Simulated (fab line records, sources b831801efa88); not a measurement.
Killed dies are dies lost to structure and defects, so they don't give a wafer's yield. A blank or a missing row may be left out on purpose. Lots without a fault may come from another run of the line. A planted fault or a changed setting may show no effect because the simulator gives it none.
One fault seen from 2 desks | flow sky130 | each desk has only its own numbers; what lay behind them comes last

THE METROLOGY DESK
What the gauges read, lot by lot, whatever tool the lot ran on: means of the sampled wafers that have a number. A lot is out of limits, marked OUT, if its mean lies more than 4 standard deviations from the usual mean; the brackets give that distance.
Columns: A = PWDE_TW at SKY_PWDE_TW_MEAS_10, usual 374.4; B = PWDE_RS at SKY_NWELL_RS_MEAS_31, usual 5280 ohm/sq; C = VT_ADJUST_LVTN_TW at SKY_VT_ADJUST_LVTN_TW_MEAS_10, usual 241.4
lot  | first seen here | A                | B              | C
L776 | day 4 06:52     | 371.8            | 5272           | 241.6
L778 | day 4 20:25     | 374.4            | 5259           | 241.8
L780 | day 5 08:42     | 372.3            | 5281           | 242.1
L781 | day 5 12:34     | 374.1            | 5266           | 241.2
L782 | day 5 17:01     | 376.9            | 5276           | 241.1
L785 | day 6 09:43     | 392.6 (+9.6) OUT | 4712 (-30) OUT | 242.2
L786 | day 6 15:32     | 392.1 (+9.3) OUT | 4721 (-29) OUT | 241.7
L788 | day 7 02:28     | 375.8            | 5288           | 240.6
L790 | day 7 12:43     | 374.8            | 5309           | 241.3
L793 | day 8 05:52     | 374.3            | 5264           | 239.1
L796 | day 9 06:07     | 375.4            | 5285           | 241.4
This desk's finding: out of limits on L785, L786; first on L785, day 6 09:43 (PWDE_TW at SKY_PWDE_TW_MEAS_10). In limits: L776, L778, L780, L781, L782, L788, L790, L793, L796.

THE TOOL OWNER'S DESK: implanter-03
The tool's own readings at SKY_PWDE_IMPLANT_08: means of the sampled wafers that have a number, for each lot that ran on this tool. A lot is out of limits, marked OUT, if its mean lies more than 4 standard deviations from the usual mean; the brackets give that distance.
Columns: A = beam_energy_keV at SKY_PWDE_IMPLANT_08, usual 150.00; B = beam_on_s at SKY_PWDE_IMPLANT_08, usual 9.97 s; C = end_station_pressure_torr at SKY_PWDE_IMPLANT_08, usual 5.01e-06 Torr; D = faraday_current_uA at SKY_PWDE_IMPLANT_08, usual 20.4
lot  | first seen here | A      | B                | C                          | D
L778 | day 4 20:10     | 149.99 | 9.97             | 5.11e-06                   | 20.4
L780 | day 5 08:27     | 150.07 | 10.16            | 4.86e-06                   | 19.9
L785 | day 6 09:28     | 150.01 | 11.46 (+7.5) OUT | 8.63e-05 (+99 or more) OUT | 17.5 (-7.3) OUT
L786 | day 6 15:19     | 150.04 | 11.56 (+7.9) OUT | 8.04e-05 (+99 or more) OUT | 17.4 (-7.6) OUT
This desk's finding: out of limits on L785, L786; first on L785, day 6 09:28 (beam_on_s at SKY_PWDE_IMPLANT_08). In limits: L778, L780.

PUT TOGETHER
The tool owner's desk could have raised an alarm at day 6 09:28, on L785, L786.
The metrology desk could have raised an alarm at day 6 09:43, on L785, L786.
Of the lots named, all ran SKY_PWDE_IMPLANT_08 on implanter-03.

WHAT THE SIMULATOR HAD PUT IN
Process parameter drift: implanter-03, from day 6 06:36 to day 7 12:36, at SKY_PWDE_IMPLANT_08. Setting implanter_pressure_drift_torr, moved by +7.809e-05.
Process parameter drift: implanter-03, from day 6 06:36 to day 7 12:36, at SKY_PWDE_IMPLANT_08. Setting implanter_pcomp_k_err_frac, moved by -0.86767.
Lots struck among those shown: L785, L786.
Hours from the fault's start to each desk's first reading out of limits: the tool owner's desk, 3; the metrology desk, 3.
